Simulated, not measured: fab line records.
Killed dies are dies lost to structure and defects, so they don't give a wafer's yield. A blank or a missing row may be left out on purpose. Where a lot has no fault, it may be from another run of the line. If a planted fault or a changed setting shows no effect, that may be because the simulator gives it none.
8D (eight disciplines) problem report, filled in by code + flow sky130 + the parts of the form that need people (team, actions taken, sign-off) are left out

== 1. WHAT WENT WRONG ==
At SKY_FIELD_ISO_ETCH_17, runLengthS averages 130.8 s over 2 wafers from 2 lots, while fault-free wafers read 126.2 s, standard deviation 0.51. Relative to the usual mean, that is a shift of +8.9 standard deviations.
The step: etches Si in HBr/Cl2/O2, target depth 342 nm, time 97.7 s.
Seen first at day 3 03:37 on rieSi-01, wafer L724.1. The record holds 36 wafers of 12 lots with a number at this step. By rule, "out" or "out of limits" means more than 4 standard deviations away from the usual mean. The other wafers with a number count as sound.

== 2. WHAT IT IS AND WHAT IT IS NOT ==
| question                    | is               | is not                                                                                                                    |
|-----------------------------|------------------|---------------------------------------------------------------------------------------------------------------------------|
| which readings at this step | runLengthS       | drypumpMotorCurrentA, heBacksideLeakSccm, oesProductAu, rfFwdPowerW, throttleValvePct                                     |
| which lots                  | L724, L727       | L722, L728, L733, L737, L738, L739, L740, L741, L742, L743                                                                |
| which wafers of those lots  | L724.1, L727.2   | L724.5, L724.6, L727.3, L727.6                                                                                            |
| read on which tools         | rieSi-01         | rieSi-02                                                                                                                  |
| when                        | from day 3 03:37 | up to then (5 sound wafers); but 29 sound wafers of L727, L728, L733, L737, L738, L739, L740, L741, L742, L743 came after |

== 3. SUSPECTS, AND WHAT RULES EACH OUT ==
Counting: if a tool at a process step up to the reading ran every lot that is out, it stays a suspect. Sound lots after the first of them don't rule it out here, since some wafers of a struck lot are sound.
- rieSi-01 at SKY_FIELD_ISO_ETCH_17 (etches Si in HBr/Cl2/O2, target depth 342 nm, time 97.7 s): kept. It processed each lot that is out (first: L724, day 3 03:37); up to then, its last sound lot is L722 (day 2 15:13). On those wafers its own readings are out: runLengthS.
- Within rieSi-01 at SKY_FIELD_ISO_ETCH_17: the wafers that are out ran in chamber 3; their sound lot-mates ran in chambers 0, 1.
Remaining after the count: rieSi-01 at SKY_FIELD_ISO_ETCH_17.

== 4. THE CAUSE (what the simulator had put in) ==
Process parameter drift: rieSi-01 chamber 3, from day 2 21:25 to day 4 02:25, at SKY_FIELD_ISO_ETCH_17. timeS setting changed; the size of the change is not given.
Counting left only this tool.

== 5. SEQUENCE OF EFFECTS, ordered by route ==
One row per reading whose mean, taken over the struck wafers that have a number, lies over 3 standard deviations from the usual. Scope: only readings with a usual standard deviation given in the record; hours: median across lots of the time from each lot's start at the first step in this table that gives one to its start at this step; sigmas: change in usual standard deviations.
| hours | step                  | reading    | usual   | on struck wafers | change | sigmas |
|-------|-----------------------|------------|---------|------------------|--------|--------|
| 0     | SKY_FIELD_ISO_ETCH_17 | runLengthS | 126.2 s | 130.8            | +4.5   | +8.9   |
Process steps it contains:
- SKY_FIELD_ISO_ETCH_17: etches Si in HBr/Cl2/O2, target depth 342 nm, time 97.7 s.
Later steps that measure or inspect, where all struck wafers having a row at the step show a number for every such reading and not one has moved that far: SKY_NWELL_THK_MEAS_02.

== 6. HOW IT WOULD HAVE BEEN CAUGHT EARLIER ==
6 hours passed between the start of the fault at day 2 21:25 and the first reading out of limits in this record, taken at day 3 03:37.
